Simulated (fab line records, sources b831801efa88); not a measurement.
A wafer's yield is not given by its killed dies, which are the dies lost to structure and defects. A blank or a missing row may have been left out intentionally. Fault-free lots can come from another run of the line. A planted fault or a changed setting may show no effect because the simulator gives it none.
Which tool was responsible? | flow gf180mcu | 13 lots, 39 wafers sampled, at 2 steps of a route of 602

WHAT EACH GAUGE READ, for each wafer
GF_V2_THK_MEAS_03. Usual: V2_CVD_02_THK gives 852 nm (standard deviation 10).
lot  | measured     | on            | V2_CVD_02_THK (nm) | flag
L925 | day 19 06:23 | film_metro-03 | 836 857 853        |
L924 | day 19 07:31 | film_metro-03 | 847 866 866        |
L926 | day 19 19:22 | film_metro-04 | 848 859 866        |
L927 | day 20 01:52 | film_metro-01 | 849 823 844        |
L928 | day 20 07:16 | film_metro-03 | 860 865 878        |
L929 | day 20 16:32 | film_metro-04 | 865 858 867        |
L936 | day 23 19:23 | film_metro-01 | 847 842 849        |
L938 | day 24 12:25 | film_metro-03 | 857 847 868        |
L939 | day 24 12:38 | film_metro-04 | 862 844 858        |
L943 | day 26 02:35 | film_metro-01 | 850 840 843        |
L946 | day 26 20:26 | film_metro-03 | 844 847 851        |
L945 | day 26 21:59 | film_metro-04 | 838 847 855        |
L947 | day 27 16:56 | film_metro-03 | 839 852 858        |

WHICH TOOL RAN EACH LOT (tool, then ch and the chambers of the sampled wafers, then the start)
lot  | GF_M2_SPUTTER_04
L925 | pvd_sputter-03, day 18 05:28
L924 | pvd_sputter-02, day 18 06:16
L926 | pvd_sputter-03, day 18 18:06
L927 | pvd_sputter-01, day 18 23:59
L928 | pvd_sputter-01, day 19 06:41
L929 | pvd_sputter-03, day 19 15:35
L936 | pvd_sputter-02, day 22 19:28
L938 | pvd_sputter-03, day 23 12:49
L939 | pvd_sputter-02, day 23 13:24
L943 | pvd_sputter-02, day 25 04:52
L946 | pvd_sputter-03, day 25 22:53
L945 | pvd_sputter-03, day 26 00:20
L947 | pvd_sputter-02, day 26 19:33
- GF_M2_SPUTTER_04: material TiN, target thk 50 nm, time 41.7 s.

WHAT THE TOOLS THEMSELVES READ (means of the sampled wafers that have a number; where no wafer has one, the mark that the record gives instead)
GF_M2_SPUTTER_04. Usual: throttle_valve_pct at 29.3 %, with a standard deviation of 1.1.
lot  | tool           | throttle_valve_pct (%) | flag
L925 | pvd_sputter-03 | 28.4                   |
L924 | pvd_sputter-02 | 29.1                   |
L926 | pvd_sputter-03 | 28.3                   |
L927 | pvd_sputter-01 | 30.4                   |
L928 | pvd_sputter-01 | 29.9                   |
L929 | pvd_sputter-03 | 28.6                   |
L936 | pvd_sputter-02 | 28.9                   |
L938 | pvd_sputter-03 | 28.2                   |
L939 | pvd_sputter-02 | 29.5                   |
L943 | pvd_sputter-02 | 29.5                   |
L946 | pvd_sputter-03 | 28.0                   |
L945 | pvd_sputter-03 | 28.1                   |
L947 | pvd_sputter-02 | 28.8                   |

THE ANSWER, worked out from the rows above alone
Rule: take the mean of a lot's wafers that have a number; if it is more than 3 standard deviations from the usual mean, the lot is off. Also off: a lot with no number at a reading for which 4 or more lots have one. The other lots that the step has rows for count as sound. Order of review: gauges by route order, followed by the tools' own readings, for which a lot's mean as printed above is used. At the first step where some lot is off, the reading lying furthest off is the one used; lots without a number count as furthest.
No lot is off on any of the readings shown, so nothing can be concluded from this.

WHAT WAS PUT IN BY THE SIMULATOR
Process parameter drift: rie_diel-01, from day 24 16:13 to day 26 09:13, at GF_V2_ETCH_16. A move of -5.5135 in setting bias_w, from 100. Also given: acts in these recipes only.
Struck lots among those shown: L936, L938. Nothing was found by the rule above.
